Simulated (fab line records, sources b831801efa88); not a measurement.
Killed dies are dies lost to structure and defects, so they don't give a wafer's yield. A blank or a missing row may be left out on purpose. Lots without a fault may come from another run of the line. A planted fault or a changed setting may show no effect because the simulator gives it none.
fab line records | flow sky130
record lots=5 wafers=14 last_day=50
route steps=708 shown VIA2@524 METAL3@532 CAPM@537 PAD_OPEN@708
lots that met no fault: from a run of the same line without faults
start_h: hours from the record's first day to the start of the lot's first wafer shown | wait_h: hours since the lot's step before | " the same as in the row above | L1.1+2: a row that stands for several wafers | - no value, or no start given | * or withheld: withheld | < > ~ a bound
route shown NAME@n: a module of which the file shows steps, and the number in the route of the first | usual: mean/standard deviation of fault-free wafers | same: alike in all rows | chamber/n: place in a boat | sites: the reading at each site | _std_site: their standard deviation | _edge_site: outer sites' mean less inner sites' | radius_mm: how far each site lies from the wafer's centre | mask NAME#n: copy n | behind: the tool/chamber that last shaped the wafer | hold: why the lot was held/for how many hours/how that ended | device: the transistor (n, p or np) that didn't switch | end of line: the same wafers' tests at the end of the route | a step without rows: its recipe alone | killed: dies lost to structure and defects at the first sort, not the wafer's yield | map: a wafer's dies, x killed, . not, _ none there
set.NAME: the setting as run; set.NAME@STEP: as run at that earlier step | model.NAME: the simulator's own value behind a step, which no gauge read
lots at some steps of the route; a table a step, a row a wafer
services: from which hour (start_h, from the record's first day; less than 0 if before it) a tool's chamber was out of use, for how many hours, and why
## steps
# step SKY_VIA2_STRIP_17
# recipe chemistry=post_etch_residue_remover time_s=1200 temp_c=72.5
# step SKY_VIA2_CLEAN_18
# recipe chemistry=IPA time_s=180 temp_c=25
# step SKY_VIA2_CLEAN_19
# recipe chemistry=O3/DIW dry=n2_spin
# step SKY_VIA2_SPUTTER_20
# recipe material=TiN target_thk_nm=20 chamber_pressure_pa=5 power_w=4000 time_s=80
# step SKY_VIA2_CVD_21
# recipe material=W target_thk_nm=420 time_s=126.4 temp_c=400 pressure_torr=40
# usual heater_power_w=801/54
# columns lot.wafer tool chamber start_h wait_h heater_power_w
L880.1 cvd_w-01 0 870.33 0.0 783
L880.2 " 1 " " 854
L880.6 " 1 " " 828
L890.2 cvd_w-02 1 931.21 0.1 738
L890.5 " 1 " " 749
L890.6 " 1 " " 722
L891.1 cvd_w-01 0 943.58 0.0 787
L891.5 " 0 " " 762
L891.6 " 1 " " 857
L893.4 cvd_w-02 0 950.83 0.1 827
L893.5 " 0 " " 819
L901.1 cvd_w-02 0 1011.02 0.0 856
L901.3 " 1 " " 715
L901.6 " 0 " " 821
# step SKY_VIA2_RS_MEAS_22
# recipe thk_meas_gauge=four-point-probe reads=W_of_VIA2_CVD_21+TiN_of_VIA2_SPUTTER_20
# usual VIA2_W_RS=0.2745/0.0026
# columns lot.wafer tool chamber start_h wait_h VIA2_W_RS[ohm/sq]
L880.1 film_metro-02 - 870.46 0.1 0.2717
L880.2 " - " " 0.2775
L880.6 " - " " 0.2744
L890.2 film_metro-01 - 931.45 0.2 0.2709
L890.5 " - " " 0.2709
L890.6 " - " " 0.2758
L891.1 film_metro-03 - 943.72 0.1 0.2710
L891.5 " - " " 0.2727
L891.6 " - " " 0.2758
L893.4 film_metro-03 - 950.98 0.1 0.2718
L893.5 " - " " 0.2750
L901.1 film_metro-03 - 1011.16 0.1 0.2713
L901.3 " - " " 0.2675
L901.6 " - " " 0.2724
# step SKY_VIA2_THK_MEAS_23
# recipe thk_meas_gauge=xrf reads=W_of_VIA2_CVD_21
# usual VIA2_W_THK=416/5.8
# columns lot.wafer tool chamber start_h wait_h VIA2_W_THK[nm]
L880.1 film_metro-02 - 870.58 0.1 416
L880.2 " - " " 409
L880.6 " - " " 407
L890.2 film_metro-01 - 931.56 0.1 418
L890.5 " - " " 423
L890.6 " - " " 413
L891.1 film_metro-03 - 943.84 0.1 421
L891.5 " - " " 416
L891.6 " - " " 411
L893.4 film_metro-03 - 951.07 0.1 419
L893.5 " - " " 412
L901.1 film_metro-03 - 1011.28 0.1 421
L901.3 " - " " 426
L901.6 " - " " 421
# step SKY_VIA2_CMP_24
# recipe stop_on=SiO2 t_overpolish_s=20 down_force_psi=3.5 platen_rpm=60 target_thk_nm=0 pad_velocity_m_s=0.94248
# usual motor_current_A=11.1/1.2 overpolish_run_s=20.001/0.009 time_to_endpoint_s=101/3.9
# columns lot.wafer tool chamber start_h wait_h motor_current_A overpolish_run_s time_to_endpoint_s
L880.1 cmp-01 0 870.64 0.1 11.1 20.003 98
L880.2 " 3 " " 10.2 19.993 98
L880.6 " 0 " " 10.9 20.004 98
L890.2 cmp-02 1 931.61 0.0 10.7 19.996 103
L890.6 " 1 " " 11.1 20.018 98
L890.5 " 2 " " 11.8 20.005 97
L891.1 cmp-01 2 944.05 0.2 9.7 20.002 103
L891.6 " 3 " " 10.2 19.999 108
L891.5 " 0 " " 10.8 20.011 103
L893.4 cmp-02 0 951.25 0.2 12.4 20.002 103
L893.5 " 1 " " 11.3 20.002 101
L901.3 cmp-01 0 1011.34 0.0 11.2 19.994 108
L901.1 " 2 " " 9.6 20.001 106
L901.6 " 1 " " 10.7 19.998 108
# step SKY_METAL3_SPUTTER_00
# recipe material=Ti target_thk_nm=15 power_w=3000 time_s=10 chamber_pressure_pa=0.4
# usual throttle_valve_pct=30.2/1.2
# columns lot.wafer tool chamber start_h wait_h throttle_valve_pct
L880.1 pvd_sputter-04 - 870.94 0.2 29.5
L880.2 " - " " 29.6
L880.6 " - " " 32.4
L890.2 pvd_sputter-02 - 931.91 0.2 30.9
L890.5 " - " " 31.0
L890.6 " - " " 30.2
L891.1 pvd_sputter-02 - 944.20 0.1 30.8
L891.5 " - " " 28.8
L891.6 " - " " 29.3
L893.4 pvd_sputter-02 - 951.40 0.1 29.4
L893.5 " - " " 30.6
L901.1 pvd_sputter-01 - 1011.64 0.1 28.4
L901.3 " - " " 30.0
L901.6 " - " " 31.4
# step SKY_METAL3_SPUTTER_01
# recipe material=TiN target_thk_nm=20 power_w=6500 time_s=16.7 chamber_pressure_pa=0.4
# usual throttle_valve_pct=30.2/1.2
# columns lot.wafer tool chamber start_h wait_h throttle_valve_pct
L880.1 pvd_sputter-04 - 870.97 0.0 29.9
L880.2 " - " " 30.2
L880.6 " - " " 32.4
L890.2 pvd_sputter-02 - 931.93 0.0 30.2
L890.5 " - " " 31.1
L890.6 " - " " 30.5
L891.1 pvd_sputter-02 - 944.22 0.0 30.7
L891.5 " - " " 29.1
L891.6 " - " " 29.3
L893.4 pvd_sputter-02 - 951.42 0.0 29.4
L893.5 " - " " 30.5
L901.1 pvd_sputter-01 - 1011.66 0.0 28.7
L901.3 " - " " 30.1
L901.6 " - " " 31.3
# step SKY_METAL3_SPUTTER_02
# recipe material=AlCu target_thk_nm=735 power_w=10600 time_s=39.1 chamber_pressure_pa=0.4
# step SKY_METAL3_SPUTTER_03
# recipe material=Ti target_thk_nm=5 power_w=3000 time_s=3.3 chamber_pressure_pa=0.4
# usual throttle_valve_pct=30.2/1.2
# columns lot.wafer tool chamber start_h wait_h throttle_valve_pct
L880.1 pvd_sputter-04 - 871.04 0.0 29.7
L880.2 " - " " 29.7
L880.6 " - " " 32.6
L890.2 pvd_sputter-02 - 931.99 0.0 30.8
L890.5 " - " " 30.8
L890.6 " - " " 30.6
L891.1 pvd_sputter-02 - 944.28 0.0 30.7
L891.5 " - " " 29.3
L891.6 " - " " 29.1
L893.4 pvd_sputter-02 - 951.49 0.0 29.2
L893.5 " - " " 30.3
L901.1 pvd_sputter-01 - 1011.73 0.0 28.4
L901.3 " - " " 30.2
L901.6 " - " " 31.2
# step SKY_METAL3_SPUTTER_04
# recipe material=TiN target_thk_nm=70 power_w=6500 time_s=58.3 chamber_pressure_pa=0.4
# usual throttle_valve_pct=30.2/1.2
# columns lot.wafer tool chamber start_h wait_h throttle_valve_pct model.TiN_of_METAL3_SPUTTER_04.thk_nm
L880.1 pvd_sputter-04 - 871.06 0.0 30.0 70.72
L880.2 " - " " 29.6 69.78
L880.6 " - " " 32.4 70.64
L890.2 pvd_sputter-02 - 932.01 0.0 30.7 70.06
L890.5 " - " " 31.0 70.07
L890.6 " - " " 30.6 70.02
L891.1 pvd_sputter-02 - 944.30 0.0 30.8 70.11
L891.5 " - " " 29.0 69.73
L891.6 " - " " 29.4 71.11
L893.4 pvd_sputter-02 - 951.51 0.0 29.3 101.6
L893.5 " - " " 30.5 68.34
L901.1 pvd_sputter-01 - 1011.75 0.0 28.6 69.38
L901.3 " - " " 30.1 70.12
L901.6 " - " " 31.1 69.51
# step SKY_CAPM_CVD_00
# recipe material=SiO2 target_thk_nm=15.5 temp_c=400 time_s=withheld rf_w=450
# step SKY_PAD_OPEN_PROBE_99
# usual defect_limited_yield=81.9/2 killed_at_M0_to_M3=43/6.5 killed_at_M4_up=3.2/1.8 killed_at_contacts=26/5.2 killed_at_front_end=16/4.8 killed_at_other=0.3/0.6 killed_dies=89/9.6 killed_open=48/7.1 killed_short=40/6.4 sort_bin_3_pad_short=0.9/0.37 sort_bin_5_function=10.7/1.4 sort_bin_6_memory=6.5/1.2 sort_n_pass=403/9.6 sort_yield_pct=81.9/2
# same gross_dies=492 killed_at_back_side=0 sort_bin_4_leakage[%]=0 sort_bin_8_speed[%]=0
# columns lot.wafer tool chamber start_h wait_h defect_limited_yield[%] killed_at_M0_to_M3 killed_at_M4_up killed_at_contacts killed_at_front_end killed_at_other killed_dies killed_open killed_short sort_bin_3_pad_short[%] sort_bin_5_function[%] sort_bin_6_memory[%] sort_n_pass sort_yield_pct[%] model.etest.via3_chain.rc_ohm
L880.1 prober-02 - 1093.28 0.1 78.5 55 5 29 17 0 106 58 48 1.4 13.8 6.3 386 78.5 9.566
L880.2 prober-02 - 1093.33 0.1 84.6 40 2 25 8 1 76 41 34 1.8 7.7 5.9 416 84.6 9.382
L880.6 prober-02 - 1093.53 0.2 82.3 37 2 25 22 1 87 44 42 0.6 10.6 6.5 405 82.3 9.71
L891.1 prober-02 - 1151.74 0.1 79.5 40 3 33 25 0 101 54 45 0.8 13.2 6.5 391 79.5 9.133
L891.5 prober-02 - 1151.94 0.2 80.5 42 5 32 17 0 96 50 44 1.2 11.2 7.1 396 80.5 9.589
L891.6 prober-02 - 1151.99 0.2 80.1 34 4 30 29 1 98 51 44 1.0 11.2 7.7 394 80.1 9.846
L893.4 prober-02 - 1156.25 0.2 78.0 54 5 29 20 0 108 63 44 1.0 13.0 7.9 384 78.0 11.03
L893.5 prober-02 - 1156.30 0.2 81.9 50 1 27 11 0 89 51 37 1.2 11.4 5.5 403 81.9 9.943
L901.1 prober-02 - 1199.03 0.1 79.5 37 1 41 21 1 101 61 40 0.6 11.4 8.5 391 79.5 9.189
L901.3 prober-02 - 1199.13 0.2 80.5 50 0 33 13 0 96 51 45 1.4 11.8 6.3 396 80.5 9.549
L901.6 prober-02 - 1199.28 0.2 82.3 44 2 25 16 0 87 41 46 2.0 10.0 5.7 405 82.3 9.368
# killed by level:class
L880.1 LI_CONTACT:geometric_particle:open=15 VIA1:geometric_particle:open=11 METAL2:geometric_particle:short=10 VIA1:geometric_particle:short=9 VIA2:geometric_particle:open=8 CONTACT:geometric_particle:open=6 POLY_GATE:geometric_particle:short=4 METAL3:geometric_particle:short=4
L880.2 CONTACT:geometric_particle:open=9 VIA1:geometric_particle:open=7 LI_CONTACT:geometric_particle:open=7 VIA2:geometric_particle:open=7 CONTACT:geometric_particle:short=6 METAL1:geometric_particle:short=5 VIA1:geometric_particle:short=5 METAL2:geometric_particle:short=4
L880.6 CONTACT:geometric_particle:open=9 VIA1:geometric_particle:open=8 POLY_GATE:geometric_particle:short=7 CONTACT:geometric_particle:short=7 VIA3:geometric_particle:open=7 VIA2:geometric_particle:open=7 FIELD_ISO:geometric_particle:short=5 LI_CONTACT:geometric_particle:short=4
L891.1 CONTACT:geometric_particle:open=10 FIELD_ISO:geometric_particle:open=9 LOCAL_INTERCONNECT:geometric_particle:short=8 CONTACT:geometric_particle:short=7 VIA3:geometric_particle:open=7 VIA1:geometric_particle:open=6 POLY_GATE:geometric_particle:short=5 POLY_GATE:geometric_particle:open=5
L891.5 METAL2:geometric_particle:short=12 LI_CONTACT:geometric_particle:open=12 VIA1:geometric_particle:open=11 CONTACT:geometric_particle:open=8 LOCAL_INTERCONNECT:geometric_particle:short=5 FIELD_ISO:geometric_particle:open=4 POLY_GATE:geometric_particle:open=4 VIA1:geometric_particle:short=4
L891.6 CONTACT:geometric_particle:open=14 CONTACT:geometric_particle:short=9 FIELD_ISO:geometric_particle:open=8 FIELD_ISO:geometric_particle:short=7 POLY_GATE:geometric_particle:open=7 VIA3:geometric_particle:open=6 METAL1:geometric_particle:short=6 VIA2:geometric_particle:open=5
L893.4 VIA1:geometric_particle:open=12 CONTACT:geometric_particle:open=11 VIA2:geometric_particle:open=8 VIA3:geometric_particle:open=8 LOCAL_INTERCONNECT:geometric_particle:short=7 METAL1:geometric_particle:short=6 FIELD_ISO:geometric_particle:open=5 LI_CONTACT:geometric_particle:open=5
L893.5 VIA1:geometric_particle:open=15 CONTACT:geometric_particle:open=12 CONTACT:geometric_particle:short=6 VIA3:geometric_particle:open=6 POLY_GATE:geometric_particle:open=4 LI_CONTACT:geometric_particle:open=4 LOCAL_INTERCONNECT:geometric_particle:short=4 METAL1:geometric_particle:short=4
L901.1 CONTACT:geometric_particle:open=15 VIA1:geometric_particle:open=11 FIELD_ISO:geometric_particle:short=8 LOCAL_INTERCONNECT:geometric_particle:short=8 LI_CONTACT:geometric_particle:open=8 CONTACT:geometric_particle:short=7 VIA2:geometric_particle:open=7 VIA3:geometric_particle:open=7
L901.3 LI_CONTACT:geometric_particle:open=11 CONTACT:geometric_particle:open=10 VIA2:geometric_particle:open=9 VIA1:geometric_particle:open=7 METAL2:geometric_particle:short=7 VIA3:geometric_particle:short=6 METAL3:geometric_particle:short=5 CONTACT:geometric_particle:short=4
L901.6 VIA1:geometric_particle:short=10 LI_CONTACT:geometric_particle:open=9 LOCAL_INTERCONNECT:geometric_particle:short=6 METAL1:geometric_particle:short=6 METAL2:geometric_particle:short=6 VIA2:geometric_particle:open=6 POLY_GATE:geometric_particle:open=5 VIA1:geometric_particle:open=5
## services
# columns tool chamber start_h hours kind
pvd_sputter-04 - 857.11 7.0 repair
pvd_sputter-02 - 866.86 5.3 repair
pvd_sputter-01 - 871.03 0.7 repair
cvd_w-01 1 887.48 15.9 repair
cvd_w-02 - 904.00 14.0 pm
cvd_w-02 0 904.00 14.0 vent_cycle
cvd_w-02 1 904.00 14.0 vent_cycle
cmp-02 - 912.02 4.0 pm
cmp-02 - 916.02 - consumable_replace:conditioner
cmp-02 - 916.02 - consumable_replace:pad
cmp-02 - 917.17 0.5 repair
cvd_w-02 0 918.00 - clean
cvd_w-02 1 918.00 - clean
cvd_w-02 0 925.85 10.8 repair
pvd_sputter-04 - 938.77 1.9 repair
cmp-02 - 941.99 5.3 pm
cmp-01 - 966.31 6.5 pm
cmp-02 - 973.02 6.3 pm
cmp-01 - 999.58 1.9 repair
cmp-02 - 1006.54 0.9 repair
cvd_w-02 - 1009.27 0.8 repair
## key
first_sign none at tools or gauges
model_effect step=SKY_METAL3_SPUTTER_04 value=TiN_of_METAL3_SPUTTER_04.thk_nm without=69.14 struck=101.6
model_effect step=SKY_PAD_OPEN_PROBE_99 value=etest.via3_chain.rc_ohm without=10.07 struck=11.03
met_at SKY_METAL3_SPUTTER_04
struck_wafers L893.4
onset_between 944.30 951.51
fault kind=process_parameter_drift tool=pvd_sputter-02 chamber=- onset_h=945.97 steps=SKY_METAL3_SPUTTER_04 channel=target_thk_nm offset=32.443 shape=step end_h=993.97 scope=struck_wafers_only acts_in=these_recipes_only stated=70
